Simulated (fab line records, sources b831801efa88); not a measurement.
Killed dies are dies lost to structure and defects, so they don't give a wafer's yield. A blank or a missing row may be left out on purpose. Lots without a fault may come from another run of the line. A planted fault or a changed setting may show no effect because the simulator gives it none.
Split-lot experiment | flow gf180mcu | 5 lots, 23 wafers read, on a route of 602 steps

THE SPLIT
At GF_V2_COAT_09 (resist thk 1000 nm), the setting resist_thk_nm was moved away from the recipe's 1000 nm on 8 of the 23 wafers read, by -4.9% to +1.7%. The other wafers ran this setting at the recipe's value.

FROM THE SPLIT TO THE READING: what the file shows between them, 5 steps
- GF_V2_PEB_12: peb time 90 s (also split here: peb_temp_c)
- GF_V2_DEVELOP_13: develop time 60 s
- GF_V2_CD_MEAS_14: target cd 260 nm
- GF_V2_ETCH_16: etches BARC in N2/H2
- GF_V2_ETCH_17: etches SiO2 in C4F8/O2/Ar, stops on TiN, target depth 630 nm

THE READING
oes_product_au, in a.u., at GF_V2_STRIP_18 (strips in O2/N2). Fault-free wafers of this fab line usually give 0.591 a.u., standard deviation 0.0049 a.u..

wafer  | tool, chamber at the split | resist_thk_nm as run, nm | against the recipe | oes_product_au, a.u. | against lot-mates on the recipe
L074.1 | litho_track-04, 0          | 1000                     | recipe             | 0.590                | -
L074.2 | litho_track-04, 0          | 1000                     | recipe             | 0.597                | -
L074.3 | litho_track-04, 0          | 1000                     | recipe             | 0.592                | -
L074.5 | litho_track-04, 0          | 966.1                    | -3.4%              | 0.576                | -0.017
L074.6 | litho_track-04, 0          | 966.1                    | -3.4%              | 0.575                | -0.018
L077.2 | litho_track-03, 0          | 1000                     | recipe             | 0.586                | -
L077.3 | litho_track-03, 0          | 1000                     | recipe             | 0.590                | -
L077.4 | litho_track-03, 0          | 1017                     | +1.7%              | 0.597                | +0.007
L077.5 | litho_track-03, 0          | 1000                     | recipe             | 0.593                | -
L077.6 | litho_track-03, 0          | 1017                     | +1.7%              | 0.601                | +0.011
L079.1 | litho_track-04, 0          | 1000                     | recipe             | 0.585                | -
L079.2 | litho_track-04, 0          | 1000                     | recipe             | 0.595                | -
L079.3 | litho_track-04, 0          | 950.7                    | -4.9%              | 0.565                | -0.024
L079.4 | litho_track-04, 0          | 1000                     | recipe             | 0.587                | -
L079.5 | litho_track-04, 0          | 950.7                    | -4.9%              | 0.571                | -0.018
L080.1 | litho_track-04, 0          | 981.6                    | -1.8%              | 0.586                | -0.011
L080.2 | litho_track-04, 0          | 1000                     | recipe             | 0.598                | -
L080.3 | litho_track-04, 0          | 981.6                    | -1.8%              | 0.592                | -0.005
L080.4 | litho_track-04, 0          | 1000                     | recipe             | 0.602                | -
L080.6 | litho_track-04, 0          | 1000                     | recipe             | 0.591                | -
L082.1 | litho_track-03, 0          | 1000                     | recipe             | 0.604                | -
L082.3 | litho_track-03, 0          | 1000                     | recipe             | 0.592                | -
L082.5 | litho_track-03, 0          | 1000                     | recipe             | 0.599                | -

THE FIT
A straight line over all 23 wafers: oes_product_au changes by +0.00481 a.u. for each +1% of resist_thk_nm; r = +0.86; the points scatter about the line by 0.0052 a.u..
The same after taking each lot's own level away (the mean of its wafers on the recipe; 23 wafers): +0.00463 a.u. for each +1%; r = +0.91; scatter 0.0038 a.u..
On that fit, the largest move of resist_thk_nm shifts the reading by 0.023 a.u..
The lots' own levels span 0.5890 to 0.5983 a.u., that is 1.9 times the standard deviation above.
So the lot-to-lot level changes the slope little: the two slopes agree.
Check: with one of the wafers moved furthest among these (-4.9%) left out of the fit, the line predicts -0.0221 a.u. for it against its lot-mates. It came out at -0.024 a.u. against them.

OTHER SPLITS ON THESE WAFERS
These wafers also went through other splits before the reading. Each is held against what the fit with the lots' levels taken away leaves over:
other split on the same wafers       | wafers away from the commonest value | r with oes_product_au (lot level and that fit taken away)
GF_CONTACT_CVD_00 sih4_flow_sccm     | 12                                   | -0.04
GF_CONTACT_CMP_04 leave_above_ref_nm | 5                                    | -0.31
GF_CONTACT_ETCH_16 ion_energy_ev     | 8                                    | -0.02
GF_V1_CMP_26 t_overpolish_s          | 5                                    | +0.11
GF_M2_EXPOSE_11 dose_mj              | 11                                   | -0.12
GF_V2_PEB_12 peb_temp_c              | 9                                    | +0.22

THE WHOLE CHAIN: every reading that the file lists as answering this split, in the file's order
step           | what it does       | reading                                                                   | change (the file's fit)                  | r (the file's)
GF_V2_COAT_09  | resist thk 1000 nm | KrF_of_V2_COAT_09.thk_nm (the simulator's own value, which no gauge read) | +10.2 nm for each +1% of the setting     | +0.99
GF_V2_STRIP_18 | strips in O2/N2    | oes_product_au                                                            | +0.0046 a.u. for each +1% of the setting | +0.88

THE FILE'S OWN FIT
oes_product_au changes by +0.0046 a.u. for each +1% of resist_thk_nm, r = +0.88.
